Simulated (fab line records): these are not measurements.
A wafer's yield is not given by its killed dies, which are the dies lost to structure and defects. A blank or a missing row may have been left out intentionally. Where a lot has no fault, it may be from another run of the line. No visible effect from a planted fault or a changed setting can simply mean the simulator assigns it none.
Which of the tools did it?	flow gf180mcu	72 wafers from 24 lots sampled at 6 of the route's 602 steps

## WHAT EACH GAUGE READ, for each wafer
GF_V1_CD_MEAS_14: target cd 260 nm.
lot	measured	on	cd-nm (nm)
L074	day 17 23:16	cd-sem-01	259.6 259.1 259.4
L075	day 18 18:16	cd-sem-02	259.1 259.0 259.0
L076	day 18 21:56	cd-sem-01	257.9 259.0 258.4
L077	day 19 10:42	cd-sem-01	257.1 257.1 257.3
L078	day 19 18:42	cd-sem-02	259.9 260.7 258.9
L079	day 20 05:38	cd-sem-02	259.3 260.2 260.4
L080	day 20 11:48	cd-sem-02	261.1 259.3 260.7
L081	day 21 04:01	cd-sem-01	255.8 258.6 258.9
L082	day 21 06:18	cd-sem-01	261.4 260.4 260.6
L083	day 21 15:13	cd-sem-01	259.8 259.4 259.6
L084	day 21 23:16	cd-sem-02	259.8 260.4 260.8
L085	day 22 09:55	cd-sem-01	259.5 260.6 261.5
L086	day 22 20:07	cd-sem-01	257.5 258.2 258.1
L087	day 23 07:07	cd-sem-01	259.8 259.5 259.9
L088	day 23 11:50	cd-sem-01	261.6 261.3 260.9
L089	day 23 15:11	cd-sem-02	259.5 260.1 259.3
L090	day 24 02:05	cd-sem-01	261.6 260.7 259.6
L091	day 24 10:07	cd-sem-01	261.0 261.2 260.5
L092	day 24 19:47	cd-sem-01	263.1 262.1 261.7
L093	day 25 07:38	cd-sem-01	257.4 257.5 257.0
L094	day 25 08:52	cd-sem-01	259.8 259.7 259.0
L095	day 25 13:53	cd-sem-01	260.4 260.2 259.9
L096	day 26 00:59	cd-sem-01	260.8 260.5 260.7
L097	day 26 10:03	cd-sem-02	261.2 261.9 261.4

GF_M4_THK_MEAS_06: measures by xrf.
lot	measured	on	M4_ALCU_THK (nm)
L074	day 22 07:08	film-metro-02	440 440 441
L075	day 23 01:59	film-metro-04	429 437 433
L076	day 23 05:18	film-metro-03	439 440 437
L077	day 23 17:23	film-metro-03	440 441 439
L078	day 24 00:23	film-metro-04	435 432 430
L079	day 24 11:08	film-metro-02	436 433 433
L080	day 24 15:35	film-metro-03	434 437 439
L081	day 25 06:58	film-metro-02	434 432 429
L082	day 25 08:32	film-metro-03	437 440 439
L083	day 25 17:41	film-metro-03	435 436 436
L084	day 25 23:49	film-metro-02	433 435 435
L085	day 26 09:31	film-metro-03	441 441 436
L086	day 26 19:17	film-metro-03	436 439 436
L087	day 27 05:45	film-metro-04	439 438 435
L088	day 27 08:11	film-metro-02	441 440 440
L089	day 27 12:38	film-metro-03	434 434 430
L090	day 27 22:02	film-metro-03	438 438 439
L091	day 28 04:53	film-metro-02	431 434 440
L092	day 28 14:28	film-metro-03	444 443 446
L093	day 29 00:59	film-metro-03	443 441 439
L094	day 29 03:05	film-metro-02	439 438 444
L095	day 29 06:03	film-metro-02	438 434 435
L096	day 29 17:05	film-metro-04	442 438 440
L097	day 30 01:21	film-metro-03	439 440 434

GF_V4_RS_MEAS_24: measurement is done with a four-point probe.
lot	measured	on	V4_W_RS (ohm/sq)
L074	day 24 07:49	film-metro-02	0.323 0.315 0.325
L075	day 25 00:40	film-metro-04	0.331 0.321 0.331
L076	day 25 04:52	film-metro-02	0.324 0.316 0.317
L077	day 25 16:02	film-metro-04	0.315 0.328 0.316
L078	day 25 21:13	film-metro-04	0.328 0.319 0.328
L079	day 26 07:13	film-metro-04	0.325 0.320 0.318
L080	day 26 12:25	film-metro-01	0.323 0.326 0.315
L081	day 27 02:40	film-metro-01	0.318 0.329 0.316
L082	day 27 04:35	film-metro-01	0.323 0.329 0.325
L083	day 27 13:57	film-metro-04	0.319 0.329 0.315
L084	day 27 19:26	film-metro-02	0.328 0.318 0.318
L085	day 28 05:04	film-metro-02	0.325 0.322 0.320
L086	day 28 13:37	film-metro-04	0.329 0.328 0.325
L087	day 28 23:48	film-metro-02	0.321 0.334 0.330
L088	day 29 03:04	film-metro-04	0.323 0.317 0.325
L089	day 29 06:10	film-metro-01	0.333 0.330 0.330
L090	day 29 14:24	film-metro-04	0.318 0.315 0.329
L091	day 29 21:43	film-metro-01	0.312 0.327 0.318
L092	day 30 05:59	film-metro-02	0.319 0.327 0.328
L093	day 30 16:54	film-metro-01	0.327 0.319 0.327
L094	day 30 19:00	film-metro-02	0.320 0.329 0.317
L095	day 30 21:57	film-metro-01	0.331 0.330 0.317
L096	day 31 07:21	film-metro-02	0.328 0.330 0.319
L097	day 31 15:49	film-metro-02	0.324 0.327 0.324

## TOOL THAT RAN EACH LOT (tool first, then ch and the chambers of the sampled wafers, then the start)
lot	GF_CONTACT_STRIP_18	GF_V2_CVD_02	GF_M4_SPUTTER_01
L074	plasma-asher-02 ch 0,1, day 15 23:07	pecvd-03 ch 0,1, day 19 02:02	pvd-sputter-04, day 22 06:53
L075	plasma-asher-01 ch 0,1, day 16 17:02	pecvd-03 ch 0,1,2, day 19 21:38	pvd-sputter-02, day 23 01:43
L076	plasma-asher-01 ch 0,1, day 16 20:00	pecvd-03 ch 0,1, day 20 00:56	pvd-sputter-02, day 23 05:04
L077	plasma-asher-02 ch 0,1, day 17 08:32	pecvd-01 ch 1,2, day 20 13:34	pvd-sputter-04, day 23 17:08
L078	plasma-asher-04 ch 0,1, day 17 16:53	pecvd-03 ch 0,1,2, day 20 21:21	pvd-sputter-04, day 24 00:08
L079	plasma-asher-02 ch 0,1, day 18 02:50	pecvd-03 ch 0,1,2, day 21 08:15	pvd-sputter-02, day 24 10:54
L080	plasma-asher-04 ch 0,1, day 18 08:39	pecvd-03 ch 1,2, day 21 14:14	pvd-sputter-02, day 24 15:20
L081	plasma-asher-02 ch 0,1, day 19 00:39	pecvd-03 ch 0,1,2, day 22 06:32	pvd-sputter-02, day 25 06:44
L082	plasma-asher-02 ch 0,1, day 19 03:35	pecvd-01 ch 1,2, day 22 08:02	pvd-sputter-04, day 25 08:17
L083	plasma-asher-04 ch 0,1, day 19 12:46	pecvd-03 ch 1,2, day 22 17:34	pvd-sputter-03, day 25 17:27
L084	plasma-asher-04 ch 0,1, day 19 21:16	pecvd-02 ch 0,1,2, day 23 00:53	pvd-sputter-04, day 25 23:35
L085	plasma-asher-04 ch 0,1, day 20 09:11	pecvd-02 ch 0,2, day 23 11:40	pvd-sputter-04, day 26 09:14
L086	plasma-asher-04 ch 0,1, day 20 17:50	pecvd-01 ch 0,1,2, day 23 21:44	pvd-sputter-02, day 26 19:03
L087	plasma-asher-02 ch 0,1, day 21 05:17	pecvd-02 ch 0,1, day 24 08:06	pvd-sputter-04, day 27 05:31
L088	plasma-asher-04 ch 0,1, day 21 11:02	pecvd-01 ch 0,1, day 24 12:06	pvd-sputter-03, day 27 07:57
L089	plasma-asher-04 ch 0, day 21 13:41	pecvd-03 ch 0,1, day 24 15:53	pvd-sputter-04, day 27 12:23
L090	plasma-asher-01 ch 0,1, day 22 01:44	pecvd-03 ch 1,2, day 25 02:31	pvd-sputter-02, day 27 21:48
L091	plasma-asher-04 ch 0,1, day 22 09:08	pecvd-02 ch 0,1,2, day 25 10:10	pvd-sputter-02, day 28 04:38
L092	plasma-asher-02 ch 0,1, day 22 20:27	pecvd-01 ch 0,1, day 25 20:02	pvd-sputter-03, day 28 14:13
L093	plasma-asher-01 ch 0,1, day 23 08:28	pecvd-01 ch 0,1,2, day 26 07:23	pvd-sputter-03, day 29 00:43
L094	plasma-asher-01 ch 0,1, day 23 09:47	pecvd-03 ch 1,2, day 26 08:20	pvd-sputter-04, day 29 02:51
L095	plasma-asher-01 ch 0,1, day 23 15:08	pecvd-02 ch 0,1, day 26 12:47	pvd-sputter-02, day 29 05:49
L096	plasma-asher-01 ch 0,1, day 24 03:35	pecvd-03 ch 0,1, day 27 00:49	pvd-sputter-02, day 29 16:50
L097	plasma-asher-02 ch 0,1, day 24 10:18	pecvd-03 ch 1,2, day 27 09:27	pvd-sputter-04, day 30 01:06
- GF_CONTACT_STRIP_18: strips in O2/N2.
- GF_V2_CVD_02: deposits SiO2 from TEOS, target thk 850 nm, time 94.851 s.
- GF_M4_SPUTTER_01: material TiN, target thk 30 nm, time 25 s.

## WHAT THE TOOLS THEMSELVES READ (means of the sampled wafers that have a number; where no wafer has one, the mark that the record gives instead)
GF_CONTACT_STRIP_18.
lot	tool	drypump-motor-current-A (A)	heater-power-w (W)	oes-product-au (a.u.)
L074	plasma-asher-02	6.2	332	0.577
L075	plasma-asher-01	5.7	364	0.579
L076	plasma-asher-01	6.0	378	0.580
L077	plasma-asher-02	6.3	335	0.584
L078	plasma-asher-04	6.3	330	0.579
L079	plasma-asher-02	6.2	335	0.577
L080	plasma-asher-04	6.3	322	0.582
L081	plasma-asher-02	6.3	332	0.579
L082	plasma-asher-02	6.3	339	0.583
L083	plasma-asher-04	6.2	310	0.588
L084	plasma-asher-04	6.2	313	0.581
L085	plasma-asher-04	6.1	311	0.581
L086	plasma-asher-04	6.2	306	0.583
L087	plasma-asher-02	6.3	333	0.580
L088	plasma-asher-04	6.3	326	0.581
L089	plasma-asher-04	6.0	296	0.586
L090	plasma-asher-01	5.9	364	0.579
L091	plasma-asher-04	6.2	311	0.575
L092	plasma-asher-02	6.3	334	0.584
L093	plasma-asher-01	5.7	345	0.579
L094	plasma-asher-01	6.0	363	0.581
L095	plasma-asher-01	6.0	361	0.578
L096	plasma-asher-01	6.0	359	0.582
L097	plasma-asher-02	6.2	339	0.576

GF_V2_CVD_02.
lot	tool	heater-power-w (W)
L074	pecvd-03	659
L075	pecvd-03	646
L076	pecvd-03	655
L077	pecvd-01	502
L078	pecvd-03	629
L079	pecvd-03	701
L080	pecvd-03	706
L081	pecvd-03	652
L082	pecvd-01	509
L083	pecvd-03	623
L084	pecvd-02	625
L085	pecvd-02	604
L086	pecvd-01	546
L087	pecvd-02	610
L088	pecvd-01	540
L089	pecvd-03	656
L090	pecvd-03	664
L091	pecvd-02	668
L092	pecvd-01	601
L093	pecvd-01	571
L094	pecvd-03	669
L095	pecvd-02	623
L096	pecvd-03	630
L097	pecvd-03	684

GF_M4_SPUTTER_01.
lot	tool	throttle-valve-pct (%)
L074	pvd-sputter-04	31.2
L075	pvd-sputter-02	30.0
L076	pvd-sputter-02	30.3
L077	pvd-sputter-04	30.3
L078	pvd-sputter-04	30.2
L079	pvd-sputter-02	29.9
L080	pvd-sputter-02	30.0
L081	pvd-sputter-02	30.3
L082	pvd-sputter-04	30.9
L083	pvd-sputter-03	30.9
L084	pvd-sputter-04	31.0
L085	pvd-sputter-04	30.5
L086	pvd-sputter-02	29.9
L087	pvd-sputter-04	30.7
L088	pvd-sputter-03	30.4
L089	pvd-sputter-04	30.6
L090	pvd-sputter-02	30.0
L091	pvd-sputter-02	30.6
L092	pvd-sputter-03	31.1
L093	pvd-sputter-03	30.4
L094	pvd-sputter-04	30.8
L095	pvd-sputter-02	29.6
L096	pvd-sputter-02	30.3
L097	pvd-sputter-04	30.5

## THE ANSWER, worked out from the rows above alone
Rule: the usual values come from the lots themselves. Put in order of their means at a reading, lots are off if they are a third of the lots or fewer, leave a main group of 4 or more, and stand apart from it by a gap of 3 or more times the standard deviation of the main group's means; of several such gaps the widest counts. A main group whose means are all the same, to the digits that the tables above print for the reading, isn't used. A lot without any number at a reading at which 4 lots or more have one is off too. Any other lot the step has rows for is counted as sound. Order of review: gauges by route order, followed by the tools' own readings, for which a lot's mean as printed above is used. The first step at which some lot is off is used, and at that step the reading that is off furthest; a lot without a number counts as furthest.
No lot is off on any of the readings shown, so nothing can be concluded from this.

## WHAT THE SIMULATOR PUT IN
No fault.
